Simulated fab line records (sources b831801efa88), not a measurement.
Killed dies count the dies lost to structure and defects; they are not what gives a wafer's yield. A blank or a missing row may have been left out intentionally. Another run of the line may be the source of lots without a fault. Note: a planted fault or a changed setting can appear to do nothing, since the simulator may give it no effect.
Split-lot experiment | flow sfq-line | 5 lots, 23 wafers read, on a route of 325 steps

== THE SPLIT ITSELF ==
At SFQ_TRILAYER_I0_VIA_LITHO_PEB_034 (peb time 60 s), the setting peb-temp-c was moved away from the recipe's 115 C on 10 of the 23 wafers read, by -2.7% to +2.5%. All remaining wafers had this setting at the recipe value.

== FROM THE SPLIT TO THE READING: what the file shows between them, 2 steps ==
- SFQ_TRILAYER_I0_VIA_LITHO_DEVELOP_033: time 60 s
- SFQ_TRILAYER_I0_VIA_BARC_OPEN_VIA_ETCH_046: etches BARC in O2, target depth 125 nm, time 41.7 s

== THE READING ==
I0.cd-nm (the simulator's own value, which no gauge read), in nm, at SFQ_TRILAYER_I0_VIA_ETCH_VIA_ETCH_034 (etches SiO2 in CHF3, stops on Nb, target depth 260 nm). The file gives no usual value for it. Average 498.7 nm, standard deviation 1.7 nm, over the 13 wafers here run with the recipe.

wafer  | tool, chamber at the split | peb-temp-c as run, C | against the recipe | I0.cd-nm, nm | against lot-mates on the recipe
L077.1 | litho-track-03, 0          | 112.5                | -2.2%              | 450.4        | -47.2
L077.2 | litho-track-03, 0          | 112.5                | -2.2%              | 450.3        | -47.3
L077.3 | litho-track-03, 0          | 115                  | recipe             | 497.7        | -
L077.4 | litho-track-03, 0          | 115                  | recipe             | 497.9        | -
L077.5 | litho-track-03, 0          | 115                  | recipe             | 497.1        | -
L079.1 | litho-track-03, 0          | 117.9                | +2.5%              | 543.5        | +46.4
L079.2 | litho-track-03, 0          | 115                  | recipe             | 497.6        | -
L079.3 | litho-track-03, 0          | 115                  | recipe             | 497.4        | -
L079.5 | litho-track-03, 0          | 117.9                | +2.5%              | 545.6        | +48.5
L079.6 | litho-track-03, 0          | 115                  | recipe             | 496.4        | -
L080.1 | litho-track-03, 0          | 111.9                | -2.7%              | 436.6        | -61.8
L080.2 | litho-track-03, 0          | 115                  | recipe             | 498.8        | -
L080.3 | litho-track-03, 0          | 115                  | recipe             | 498          | -
L080.4 | litho-track-03, 0          | 111.9                | -2.7%              | 435.4        | -63.0
L080.6 | litho-track-03, 0          | 111.9                | -2.7%              | 437.2        | -61.2
L081.2 | litho-track-01, 0          | 115                  | recipe             | 500.9        | -
L081.3 | litho-track-01, 0          | 115                  | recipe             | 501.6        | -
L081.4 | litho-track-01, 0          | 113.7                | -1.1%              | 478.9        | -22.4
L081.5 | litho-track-01, 0          | 113.7                | -1.1%              | 477.8        | -23.4
L081.6 | litho-track-01, 0          | 113.7                | -1.1%              | 477          | -24.2
L083.2 | litho-track-02, 0          | 115                  | recipe             | 501.8        | -
L083.4 | litho-track-02, 0          | 115                  | recipe             | 498.4        | -
L083.5 | litho-track-02, 0          | 115                  | recipe             | 500.1        | -

FIT RESULTS
A straight line over all 23 wafers: I0.cd-nm changes by +21 nm for each +1% of peb-temp-c; r = +0.99; the points scatter about the line by 3.4 nm.
The same after taking each lot's own level away (the mean of its wafers on the recipe; 23 wafers): +21.2 nm for each +1%; r = +1.00; scatter 2.5 nm.
On that fit, the largest move of peb-temp-c shifts the reading by 57 nm.
The span of the lots' own levels, 497.13 to 501.25 nm, comes to 2.4 times the standard deviation stated above.
Consequently the slope shifts little with the lot-to-lot level, the two slopes agreeing.
Check: with one of the wafers moved furthest among these (-2.7%) left out of the fit, the line predicts -57.6 nm for it against its lot-mates. It came out at -61.8 nm against them.

== ADDITIONAL SPLITS CARRIED BY THESE WAFERS ==
Other splits were also applied to these wafers ahead of the reading. Each is held against what the fit with the lots' levels taken away leaves over:
other split on the same wafers                   | wafers away from the commonest value | r with I0.cd-nm (lot level and that fit taken away)
SFQ_TRILAYER_L0_LITHO_COAT_010 resist-thk-nm     | 7                                    | +0.32
SFQ_TRILAYER_L0_LITHO_COAT_005 spin-rpm          | 5                                    | -0.06
SFQ_TRILAYER_L0_VIA_LITHO_COAT_018 resist-thk-nm | 10                                   | +0.35
SFQ_TRILAYER_L0_VIA_LITHO_PEB_016 peb-temp-c     | 4                                    | +0.21
SFQ_TRILAYER_M0_DEP_SPUTTER_019 time-s           | 10                                   | +0.36
SFQ_TRILAYER_M0_LITHO_COAT_026 spin-rpm          | 8                                    | -0.64
SFQ_TRILAYER_M0_BARC_OPEN_METAL_ETCH_031 icp-w   | 8                                    | -0.05
SFQ_TRILAYER_I0_VIA_LITHO_COAT_036 resist-thk-nm | 9                                    | -0.18

== THE WHOLE CHAIN: every reading that the file lists as answering this split, in the file's order ==
step                                       | what it does                                          | reading                                                   | change (the file's fit)              | r (the file's)
SFQ_TRILAYER_I0_VIA_BARC_OPEN_VIA_ETCH_046 | etches BARC in O2, target depth 125 nm, time 41.7 s   | I0.cd-nm (the simulator's own value, which no gauge read) | +21.5 nm for each +1% of the setting | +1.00
SFQ_TRILAYER_I0_VIA_ETCH_VIA_ETCH_034      | etches SiO2 in CHF3, stops on Nb, target depth 260 nm | I0.cd-nm (the simulator's own value, which no gauge read) | +21.2 nm for each +1% of the setting | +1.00

== FILE'S OWN FIT ==
I0.cd-nm changes by +21.2 nm for each +1% of peb-temp-c, r = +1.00.
